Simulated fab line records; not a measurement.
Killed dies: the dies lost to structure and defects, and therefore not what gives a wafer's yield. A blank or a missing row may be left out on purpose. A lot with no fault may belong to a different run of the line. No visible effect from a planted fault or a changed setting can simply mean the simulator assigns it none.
fab line records	flow sky130	part 2 of 2: steps 32 to 43 of 43
record: lots: 5	wafers: 15	last-day: 50
route steps=708 shown LDD_LDN@298 SPACER@304 POLY_CUT@307 SD_P@320 RES_XHIGH@332
lots that met no fault: from a run of the same line without faults
start-h: the number of hours between the record's first day and the start of the first shown wafer of the lot	wait-h: hours from the lot's prior step to this one	" unchanged from the row above	L1.1+2: a row that stands for several wafers	- no value, or no start given	* or withheld: withheld	< > ~ a bound
route shown NAME@n: NAME is a module with steps in the file, n the number in the route of the first one	usual: mean/standard deviation of fault-free wafers	same: alike in all rows	chamber/n: place in a boat	sites: readings site by site	_std_site: standard deviation of those values	_edge_site: outer sites' mean less inner sites'	radius-mm: for every site, how far away it sits from the centre of the wafer	mask NAME#n: copy n	behind: tool/chamber where the wafer was last shaped	hold: reason for holding the lot/hours on hold/outcome of the hold	device: names the non-switching transistor (n, p or np)	end of line: tests of these same wafers at the route's end	step lacking rows: just its recipe	killed: count of dies lost to structure and defects at first sort (not the wafer's yield)	map: a wafer's dies, marking killed ones x, the rest . and places with no die _
set.NAME: the setting as run; set.NAME@STEP: as run at that earlier step	model.NAME: the simulator's own value behind a step, which no gauge read
lots at some steps of the route; a table a step, a row a wafer
services: from which hour (start-h, from the record's first day; less than 0 if before it) a tool's chamber was out of use, for how many hours, and why
== steps ==
step: SKY_SD_P_IMPLANT_09
recipe: species: BF2	energy-kev: 20	dose-cm2: 3e+15	tilt-deg: 0
lot.wafer	tool	chamber	start-h	wait-h
L075.2+4+6	implanter-04	0	594.27	0.0
L082.3+5+6	implanter-01	0	655.33	0.1
L086.1+4+5	implanter-04	0	691.08	0.0
L085.3+5+6	implanter-01	0	694.24	0.1
L093.1+2+4	implanter-03	0	743.84	0.0
step: SKY_SD_P_STRIP_10
recipe: chemistry: O2/N2	power-w: 1400	pressure-mtorr: 1500	platen-temp-c: withheld	o2-flow-sccm: 3000	n2-flow-sccm: 300	overash-fraction: 0.5
usual: drypump-motor-current-A: 5.7/0.65	oes-product-au: 0.617/0.0044	strip-time-to-endpoint-s: 17.49/0.044
same: overash-fraction: 0.5
lot.wafer	tool	chamber	start-h	wait-h	drypump-motor-current-A	oes-product-au	rf-hours-counter-h	strip-time-to-endpoint-s
L075.2	plasma-asher-02	1	594.39	0.1	6.1	0.619	17	17.54
L075.4	"	0	"	"	5.0	0.625	-	17.53
L075.6	"	0	"	"	5.0	0.621	-	17.54
L082.3	plasma-asher-02	1	655.46	0.1	6.1	0.615	-	17.47
L082.5	"	1	"	"	6.2	0.617	-	17.46
L082.6	"	0	"	"	5.0	0.618	-	17.51
L086.1	plasma-asher-04	0	691.23	0.1	6.6	0.612	55	17.44
L086.4	"	1	"	"	5.9	0.621	-	17.41
L086.5	"	0	"	"	6.6	0.619	-	17.48
L085.3	plasma-asher-02	1	694.38	0.1	6.1	0.615	-	17.52
L085.5	"	0	"	"	5.0	0.620	-	17.53
L085.6	"	1	"	"	6.1	0.620	-	17.55
L093.1	plasma-asher-01	1	743.99	0.1	4.9	0.619	91	17.43
L093.2	"	0	"	"	5.2	0.621	91	17.44
L093.4	"	0	"	"	5.2	0.622	-	17.42
step: SKY_SD_P_TW_MEAS_11
usual: SD_P_TW: 2815/23
lot.wafer	tool	chamber	start-h	wait-h	SD_P_TW
L075.2	film-metro-01	-	594.50	0.1	2827
L075.4	"	-	"	"	2827
L075.6	"	-	"	"	2832
L082.3	film-metro-04	-	655.55	0.1	2813
L082.5	"	-	"	"	2827
L082.6	"	-	"	"	2825
L086.1	film-metro-01	-	691.33	0.1	2838
L086.4	"	-	"	"	2842
L086.5	"	-	"	"	2844
L085.3	film-metro-04	-	694.46	0.1	2813
L085.5	"	-	"	"	2817
L085.6	"	-	"	"	2833
L093.1	film-metro-02	-	744.09	0.1	2780
L093.2	"	-	"	"	2792
L093.4	"	-	"	"	2790
step: SKY_RES_XHIGH_DEHYDRATE_00
recipe: temp-c: 200	time-s: 60
lot.wafer	tool	chamber	start-h	wait-h
L075.2+4+6	litho-track-04	0	608.66	14.1
L082.3+5+6	litho-track-03	0	669.34	13.8
L086.1+4+5	litho-track-04	0	705.49	14.1
L085.3+5+6	litho-track-04	0	708.29	13.8
L093.1+2+4	litho-track-03	0	757.14	13.0
step: SKY_RES_XHIGH_HMDS_01
recipe: prime-time-s: 60	prime-temp-c: 120
same: prime-time-s: 60
lot.wafer	tool	chamber	start-h	wait-h
L075.2+4+6	litho-track-04	0	608.81	0.1
L082.3+5+6	litho-track-03	0	669.49	0.1
L086.1+4+5	litho-track-04	0	705.64	0.1
L085.3+5+6	litho-track-04	0	708.44	0.1
L093.1+2+4	litho-track-03	0	757.29	0.1
step: SKY_RES_XHIGH_COAT_02
recipe: resist: NOVOLAK	spin-rpm: 3000	resist-thk-nm: 1140
lot.wafer	tool	chamber	start-h	wait-h
L075.2+4+6	litho-track-04	0	608.96	0.1
L082.3+5+6	litho-track-03	0	669.64	0.1
L086.1+4+5	litho-track-04	0	705.79	0.1
L085.3+5+6	litho-track-04	0	708.59	0.1
L093.1+2+4	litho-track-03	0	757.44	0.1
step: SKY_RES_XHIGH_SOFTBAKE_03
recipe: temp-c: 90	time-s: 60	resist: NOVOLAK
lot.wafer	tool	chamber	start-h	wait-h
L075.2+4+6	litho-track-04	0	609.11	0.1
L082.3+5+6	litho-track-03	0	669.79	0.1
L086.1+4+5	litho-track-04	0	705.94	0.1
L085.3+5+6	litho-track-04	0	708.74	0.1
L093.1+2+4	litho-track-03	0	757.59	0.1
step: SKY_RES_XHIGH_EXPOSE_04
recipe: mask-id: URPM	na: 0.6	source-shape: conventional	sigma-outer: 0.6	polarization: unpolarized	target-cd-nm: 1270	dose-mj: 140
usual: focus-offset-nm: 0.1/0.45
lot.wafer	tool	chamber	start-h	wait-h	mask	focus-offset-nm
L075.2	iline-stepper-01	0	-	-	URPM#0	-0.1
L075.4	"	0	"	"	URPM#0	0.5
L075.6	"	0	"	"	URPM#0	-0.3
L082.3	iline-stepper-01	0	-	-	URPM#0	0.4
L082.5	"	0	"	"	URPM#0	0.3
L082.6	"	0	"	"	URPM#0	0.3
L086.1	iline-stepper-02	0	-	-	URPM#0	-0.2
L086.4	"	0	"	"	URPM#0	0.6
L086.5	"	0	"	"	URPM#0	1.0
L085.3	iline-stepper-01	0	-	-	URPM#0	0.0
L085.5	"	0	"	"	URPM#0	-0.8
L085.6	"	0	"	"	URPM#0	0.2
L093.1	iline-stepper-02	0	-	-	URPM#0	0.3
L093.2	"	0	"	"	URPM#0	0.4
L093.4	"	0	"	"	URPM#0	0.2
step: SKY_RES_XHIGH_PEB_05
recipe: temp-c: withheld	time-s: *	resist: NOVOLAK
lot.wafer	tool	chamber	start-h	wait-h
L075.2+4+6	litho-track-04	0	-	-
L082.3+5+6	litho-track-02	0	-	-
L086.1+4+5	litho-track-02	0	-	-
L085.3+5+6	litho-track-04	0	-	-
L093.1+2+4	litho-track-03	0	-	-
step: SKY_RES_XHIGH_DEVELOP_06
recipe: resist: NOVOLAK	developer: TMAH	develop-time-s: 60	dev-temp-c: 23
lot.wafer	tool	chamber	start-h	wait-h
L075.2+4+6	litho-track-04	0	623.56	0.1
L082.3+5+6	litho-track-02	0	683.96	0.1
L086.1+4+5	litho-track-02	0	718.81	0.1
L085.3+5+6	litho-track-04	0	721.99	0.1
L093.1+2+4	litho-track-03	0	770.54	0.1
step: SKY_RES_XHIGH_IMPLANT_07
recipe: species: BF2	energy-kev: 20	dose-cm2: 3.633e+14	tilt-deg: 0
lot.wafer	tool	chamber	start-h	wait-h
L075.2+4+6	implanter-02	0	623.71	0.1
L082.3+5+6	implanter-01	0	684.11	0.1
L086.1+4+5	implanter-01	0	718.96	0.1
L085.3+5+6	implanter-04	0	722.14	0.1
L093.1+2+4	implanter-04	0	770.69	0.1
step: SKY_RES_XHIGH_STRIP_08
recipe: chemistry: O2/N2	power-w: 1400	pressure-mtorr: 1500	platen-temp-c: withheld	o2-flow-sccm: 3000	n2-flow-sccm: 300	overash-fraction: 0.5
usual: drypump-motor-current-A: 5.7/0.53	oes-product-au: 0.710/0.0041	strip-time-to-endpoint-s: 14.27/0.036
same: overash-fraction: 0.5
lot.wafer	tool	chamber	start-h	wait-h	drypump-motor-current-A	oes-product-au	rf-hours-counter-h	strip-time-to-endpoint-s
L075.2	plasma-asher-02	0	623.83	0.1	5.0	0.714	20	14.27
L075.4	"	0	"	"	5.0	0.708	-	14.27
L075.6	"	0	"	"	5.0	0.707	-	14.27
L082.3	plasma-asher-02	0	684.24	0.1	4.9	0.711	-	14.27
L082.5	"	1	"	"	6.1	0.703	-	14.27
L082.6	"	0	"	"	5.0	0.716	-	14.27
L086.1	plasma-asher-03	1	719.11	0.1	5.3	0.708	103	14.23
L086.4	"	0	"	"	5.5	0.710	-	14.25
L086.5	"	0	"	"	5.5	0.708	-	14.23
L085.3	plasma-asher-02	0	722.27	0.1	5.0	0.715	-	14.25
L085.5	"	0	"	"	4.9	0.703	-	14.35
L085.6	"	1	"	"	6.1	0.710	-	14.23
L093.1	plasma-asher-03	1	770.84	0.1	5.4	0.714	4	14.26
L093.2	"	0	"	"	5.5	0.713	4	14.29
L093.4	"	0	"	"	5.5	0.715	-	14.25
== services ==
tool	chamber	start-h	hours	kind
iline-stepper-02	-	521.34	4.3	repair
rie-diel-04	2	528.58	8.5	repair
krf-scanner-02	-	529.66	1.9	repair
iline-stepper-02	-	544.51	9.9	repair
rie-diel-04	2	546.82	2.6	repair
implanter-03	-	551.52	4.7	repair
rie-diel-04	3	559.30	16.3	repair
krf-scanner-02	-	568.69	1.3	pm
krf-scanner-02	-	579.10	0.8	pm
iline-stepper-02	-	580.47	1.7	pm
krf-scanner-02	-	582.93	0.8	repair
iline-stepper-01	-	604.02	1.7	pm
rie-diel-02	1	634.52	12.4	repair
rie-diel-04	1	646.40	17.9	repair
rie-diel-04	-	648.69	14.6	pm
implanter-02	-	671.42	2.8	pm
implanter-02	-	682.07	0.9	repair
lpcvd-02	-	692.93	0.5	repair
plasma-asher-02	-	711.60	2.8	pm
implanter-02	-	731.73	9.5	repair
plasma-asher-03	-	733.75	9.0	pm
plasma-asher-02	-	738.30	37.4	repair
rie-diel-02	0	747.47	3.9	repair
iline-stepper-01	-	749.98	28.9	pm
